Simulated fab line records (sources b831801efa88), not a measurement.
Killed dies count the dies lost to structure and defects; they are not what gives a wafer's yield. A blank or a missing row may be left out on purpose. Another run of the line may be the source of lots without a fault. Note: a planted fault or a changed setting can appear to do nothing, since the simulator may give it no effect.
Which of the tools did it? + flow gf180mcu + 13 lots with 39 wafers sampled at 2 steps, on a route of 602 steps

== WHAT THE GAUGES SHOWED, per wafer ==
GF_V2_THK_MEAS_25: measures by xrf.
| lot  | measured     | on            | V2_W_THK (nm) |
|------|--------------|---------------|---------------|
| L863 | day 20 15:05 | film metro-02 | 351 350 353   |
| L865 | day 21 11:01 | film metro-01 | 352 356 359   |
| L867 | day 21 21:18 | film metro-01 | 353 350 348   |
| L868 | day 22 10:47 | film metro-04 | 354 351 354   |
| L871 | day 23 09:26 | film metro-02 | 343 350 349   |
| L872 | day 23 13:23 | film metro-02 | 348 352 354   |
| L874 | day 24 08:02 | film metro-01 | 354 358 361   |
| L881 | day 26 11:37 | film metro-04 | 352 349 354   |
| L882 | day 26 19:30 | film metro-01 | 358 357 355   |
| L883 | day 27 04:58 | film metro-01 | 359 363 356   |
| L884 | day 27 12:01 | film metro-04 | 351 358 354   |
| L885 | day 27 13:39 | film metro-01 | 353 357 348   |
| L886 | day 27 18:18 | film metro-01 | 349 354 352   |

== WHAT TOOL EACH LOT RAN ON (gives the tool, then ch and the chambers of the sampled wafers, and finally the start) ==
| lot  | GF_VT_IMPLANT_IMPLANT_30        |
|------|---------------------------------|
| L863 | implanter-04 ch 0, day 6 20:11  |
| L865 | implanter-04 ch 0, day 7 11:10  |
| L867 | implanter-01 ch 0, day 7 20:49  |
| L868 | implanter-01 ch 0, day 8 10:47  |
| L871 | implanter-01 ch 0, day 9 01:55  |
| L872 | implanter-01 ch 0, day 9 06:32  |
| L874 | implanter-01 ch 0, day 9 17:17  |
| L881 | implanter-04 ch 0, day 11 14:56 |
| L882 | implanter-04 ch 0, day 11 22:44 |
| L883 | implanter-01 ch 0, day 12 07:55 |
| L884 | implanter-04 ch 0, day 12 16:30 |
| L885 | implanter-04 ch 0, day 12 20:31 |
| L886 | implanter-01 ch 0, day 13 00:38 |
- GF_VT_IMPLANT_IMPLANT_30

== AS READ BY THE TOOLS THEMSELVES (means over the sampled wafers that have a number; for cases with no such wafer, the mark the record gives instead) ==
GF_VT_IMPLANT_IMPLANT_30.
| lot  | tool         | beam energy keV | dose ions cm2 |
|------|--------------|-----------------|---------------|
| L863 | implanter-04 | 24.993          | 2.530e+12     |
| L865 | implanter-04 | 25.002          | 2.536e+12     |
| L867 | implanter-01 | 24.987          | 2.534e+12     |
| L868 | implanter-01 | 25.006          | 2.533e+12     |
| L871 | implanter-01 | 25.003          | 2.539e+12     |
| L872 | implanter-01 | 27.597          | 2.533e+12     |
| L874 | implanter-01 | 27.596          | 2.535e+12     |
| L881 | implanter-04 | 24.995          | 2.538e+12     |
| L882 | implanter-04 | 25.004          | 2.532e+12     |
| L883 | implanter-01 | 24.992          | 2.535e+12     |
| L884 | implanter-04 | 24.997          | 2.532e+12     |
| L885 | implanter-04 | 24.997          | 2.536e+12     |
| L886 | implanter-01 | 24.994          | 2.534e+12     |

== THE ANSWER, worked out from the rows above alone ==
Rule: usual is defined by the lots themselves. The widest of any qualifying gaps counts: lots, ordered by their means at a reading, are off when they make up no more than a third of the lots, leave a main group of 4 or more, and stand apart from it by 3 or more times the standard deviation of that group's means. If all means in a main group match to the digits the tables above print for the reading, that group is not used. A lot without any number at a reading at which 4 lots or more have one is off too. All remaining lots with rows at the step are treated as sound. First the gauges in route order, then the tools' own readings, where a lot's mean is used as printed above. The first step at which some lot is off is used, and at that step the reading that is off furthest; a lot without a number counts as furthest.
Off at GF_VT_IMPLANT_IMPLANT_30 (beam energy keV): L872, L874. The main group has a mean of 24.997 with a standard deviation of 0.0056.
If a tool, at that step or one of the process steps before it, ran each lot that is off and ran no sound lot following the first of them, it fits. No candidate that was tried fits.

== WHAT HAD BEEN PUT IN BY THE SIMULATOR ==
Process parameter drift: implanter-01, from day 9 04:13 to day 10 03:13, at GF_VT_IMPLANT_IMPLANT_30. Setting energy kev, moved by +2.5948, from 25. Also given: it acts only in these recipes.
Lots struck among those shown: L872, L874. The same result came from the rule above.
